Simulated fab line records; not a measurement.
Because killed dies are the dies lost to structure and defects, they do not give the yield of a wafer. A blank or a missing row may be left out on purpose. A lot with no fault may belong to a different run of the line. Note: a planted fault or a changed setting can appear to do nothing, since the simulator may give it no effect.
8D (eight disciplines) problem report, filled in by code :: flow gf180mcu :: the parts of the form that need people (team, actions taken, sign-off) are left out

1. PROBLEM STATEMENT
oes product au at GF_TOP_METAL_METAL_ETCH_16 reads a mean of 0.912 a.u. on 3 wafers of 3 lots; wafers without a fault read 0.964 a.u. with a standard deviation of 0.0074. Measured from the usual mean, that is -7.0 standard deviations.
The step: etches the open film in Cl2/BCl3, stops on SiO2, target depth 1077.5 nm, time 179.6 s.
Earliest sighting: wafer L648.5 on rie metal-01 at day 30 00:59. At this step, 42 wafers from 15 lots have a number in the record. Rule for "out" (also "out of limits"): further than 4 standard deviations from the usual mean. Any other wafer with a number is counted as sound.

2. WHAT IT IS; WHAT IT IS NOT
question: which readings at this step
is: oes product au, throttle valve pct
is not: drypump motor current A, mfc cl2 sccm

question: which lots
is: L648, L650, L651
is not: L642, L643, L654, L655, L656, L657, L658, L659, L661, L662, L663, L665

question: which wafers of those lots
is: L648.5, L650.5, L651.5
is not: L648.6, L650.6, L651.3

question: read on which tools
is: rie metal-01
is not: rie metal-02, rie metal-04

question: when
is: from day 30 00:59
is not: up to then (7 sound wafers); but 32 sound wafers of L650, L651, L654, L655, L656, L657, L658, L659, L661, L662, L663, L665 came after

3. THE SUSPECTS, EACH WITH WHAT RULES IT OUT
Counting: if a tool at a process step up to the reading ran every lot that is out, it stays a suspect. Sound lots after the first of them don't rule it out here, since some wafers of a struck lot are sound.
- rie metal-01 at GF_TOP_METAL_METAL_ETCH_16 (etches the open film in Cl2/BCl3, stops on SiO2, target depth 1077.5 nm, time 179.6 s): kept. It ran every lot that is out, first L648 (day 30 00:59). On those wafers its own readings are out: oes product au, throttle valve pct.
The count leaves rie metal-01 at GF_TOP_METAL_METAL_ETCH_16.

4. THE CAUSE (what the simulator had put in)
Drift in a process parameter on rie metal-01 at GF_TOP_METAL_METAL_ETCH_16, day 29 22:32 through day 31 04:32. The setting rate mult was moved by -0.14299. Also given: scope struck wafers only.
After counting, this tool was the only one left.

5. THE CHAIN OF EFFECTS, in route order
Each row: a reading whose mean over the struck wafers that have a number lies more than 3 standard deviations from the usual. Only readings whose record carries a usual standard deviation are examined. hours: median over the lots of the time between each lot's start at the first step of this table that gives one and its start at this step. sigmas: the change, counted in usual standard deviations.
hours: 0
step: GF_TOP_METAL_METAL_ETCH_16
reading: oes product au
usual: 0.964 a.u.
on struck wafers: 0.912
change: -0.052
sigmas: -7.0

hours: 0
step: GF_TOP_METAL_METAL_ETCH_16
reading: throttle valve pct
usual: 28.259 %
on struck wafers: 28.318
change: +0.059
sigmas: +5.9

hours: 0
step: GF_TOP_METAL_STRIP_17
reading: strip time to endpoint s
usual: 13.48 s
on struck wafers: 14.17
change: +0.69
sigmas: +8.0
Its process steps:
- GF_TOP_METAL_METAL_ETCH_16: etches the open film in Cl2/BCl3, stops on SiO2, target depth 1077.5 nm, time 179.6 s.
- GF_TOP_METAL_STRIP_17: strips in O2/N2.

6. WHAT WOULD HAVE CAUGHT IT SOONER
In this record no reading fell out of limits until day 30 00:59, 2 hours after the fault had begun at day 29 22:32.
